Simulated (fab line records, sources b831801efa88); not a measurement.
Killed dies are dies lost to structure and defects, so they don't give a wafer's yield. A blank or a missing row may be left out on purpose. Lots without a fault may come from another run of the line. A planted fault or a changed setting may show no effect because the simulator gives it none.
One fault seen from 2 desks | flow sky130 | each desk has only its own numbers; what lay behind them comes last

THE METROLOGY DESK
What the gauges read, lot by lot, whatever tool the lot ran on: means of the sampled wafers that have a number. A lot is out of limits, marked OUT, if its mean lies more than 4 standard deviations from the usual mean; the brackets give that distance.
Columns: A = METAL1_ALCU_RS at SKY_METAL1_RS_MEAS_05, usual 0.1267 ohm/sq
lot  | first seen here | A
L652 | day 32 23:16    | 0.1279
L654 | day 33 07:17    | 0.1249
L658 | day 34 13:37    | 0.1254
L659 | day 35 10:45    | 0.1273
L661 | day 35 16:41    | 0.1297
L662 | day 35 22:53    | 0.1249
L663 | day 36 15:17    | 0.1253
L665 | day 37 00:10    | 0.1257
L671 | day 38 17:23    | 0.1286
L672 | day 38 22:19    | 0.1257
L673 | day 39 12:46    | 0.1261
L675 | day 39 22:01    | 0.1270
This desk's finding: nothing out of limits on any of the 12 lots.

THE TOOL OWNER'S DESK: litho_track-01
The tool's own readings at SKY_SD_P_COAT_02 (resist thk 1140 nm): means of the sampled wafers that have a number, for each lot that ran on this tool. A lot is out of limits, marked OUT, if its mean lies more than 4 standard deviations from the usual mean; the brackets give that distance.
Columns: A = spin_speed_rpm at SKY_SD_P_COAT_02, usual 3000.1 rpm
lot  | first seen here | A
L658 | day 27 20:10    | 3000.9
L661 | day 28 23:53    | 2999.6
L662 | day 29 06:17    | 2647.5 (-99 or more) OUT
L663 | day 29 23:05    | 2646.7 (-99 or more) OUT
L672 | day 32 11:41    | 3000.8
L675 | day 33 12:01    | 3000.4
This desk's finding: out of limits on L662, L663; first on L662, day 29 06:17 (spin_speed_rpm at SKY_SD_P_COAT_02). In limits: L658, L661, L672, L675.

PUT TOGETHER
The tool owner's desk could have raised an alarm at day 29 06:17, on L662, L663.
The metrology desk saw nothing out of limits.
The metrology desk has L662, L663 on record, within its limits.
Of the lots named, all ran SKY_SD_P_COAT_02 on litho_track-01.

WHAT THE SIMULATOR HAD PUT IN
Process parameter drift: litho_track-01, from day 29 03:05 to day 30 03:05, at SKY_SD_P_COAT_02. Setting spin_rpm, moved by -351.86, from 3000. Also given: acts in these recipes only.
Lots struck among those shown: L662, L663.
Hours from the fault's start to each desk's first reading out of limits: the tool owner's desk, 3.
